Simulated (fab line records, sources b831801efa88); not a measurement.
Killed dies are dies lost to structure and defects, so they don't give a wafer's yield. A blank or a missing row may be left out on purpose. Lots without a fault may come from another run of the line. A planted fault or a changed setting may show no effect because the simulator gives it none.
Problem report in the 8D (eight disciplines) form, filled by code | flow sky130 | the parts of the form that need people (team, actions taken, sign-off) are left out

1. THE PROBLEM
developer_temp_C at SKY_SONOS_TUNNEL_DEVELOP_06 reads a mean of 20.72 C on 9 wafers of 3 lots; wafers without a fault read 23.01 C with a standard deviation of 0.1. That is -23 standard deviations from the usual mean.
The step: develop time 58.11 s.
First seen on wafer L580.2, day 14 13:59, on litho_track-03. The record holds 39 wafers of 13 lots with a number at this step. Rule for "out", or "out of limits": more than 4 standard deviations from the usual mean. The other wafers with a number count as sound.

2. WHAT IT IS AND WHAT IT IS NOT
question                    | is                     | is not
which readings at this step | developer_temp_C       | -
which lots                  | L579, L580, L581       | L570, L571, L572, L574, L582, L583, L587, L588, L589, L592
which wafers of those lots  | all that have a number | -
read on which tools         | litho_track-03         | litho_track-02, litho_track-04
when                        | from day 14 13:59      | up to then (12 sound wafers); but 18 sound wafers of L582, L583, L587, L588, L589, L592 came after

3. SUSPECTS, AND WHAT RULES EACH OUT
Counting: a tool at a process step up to the reading stays a suspect if it ran every lot that is out and no sound lot after the first of them.
- litho_track-03 at SKY_SONOS_TUNNEL_DEVELOP_06 (develop time 58.11 s): kept. It ran every lot that is out, first L580 (day 14 13:59), and no sound lot after that; its last sound lot up to then is L574 (day 12 19:20). Its own readings are out on those wafers: developer_temp_C.
Left after counting: litho_track-03 at SKY_SONOS_TUNNEL_DEVELOP_06.

4. THE CAUSE (what the simulator had put in)
Process parameter drift: litho_track-03, from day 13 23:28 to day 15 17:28, at SKY_SONOS_TUNNEL_DEVELOP_06. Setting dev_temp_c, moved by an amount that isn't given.
Counting left only this tool.

5. THE CHAIN OF EFFECTS, in route order
Each row: a reading whose mean over the struck wafers that have a number lies more than 3 standard deviations from the usual. Only readings for which the record gives a usual standard deviation are gone through. hours: the time from each lot's start at the first step in this table that gives one to its start at this step, as a median over the lots. sigmas: the change in usual standard deviations.
hours | step                        | reading          | usual   | on struck wafers | change | sigmas
0     | SKY_SONOS_TUNNEL_DEVELOP_06 | developer_temp_C | 23.01 C | 20.72            | -2.29  | -23
The process steps in it:
- SKY_SONOS_TUNNEL_DEVELOP_06: develop time 58.11 s.

6. WHAT WOULD HAVE CAUGHT IT SOONER
In this record the first reading out of limits was taken at day 14 13:59, 15 hours after the fault began at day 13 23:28.
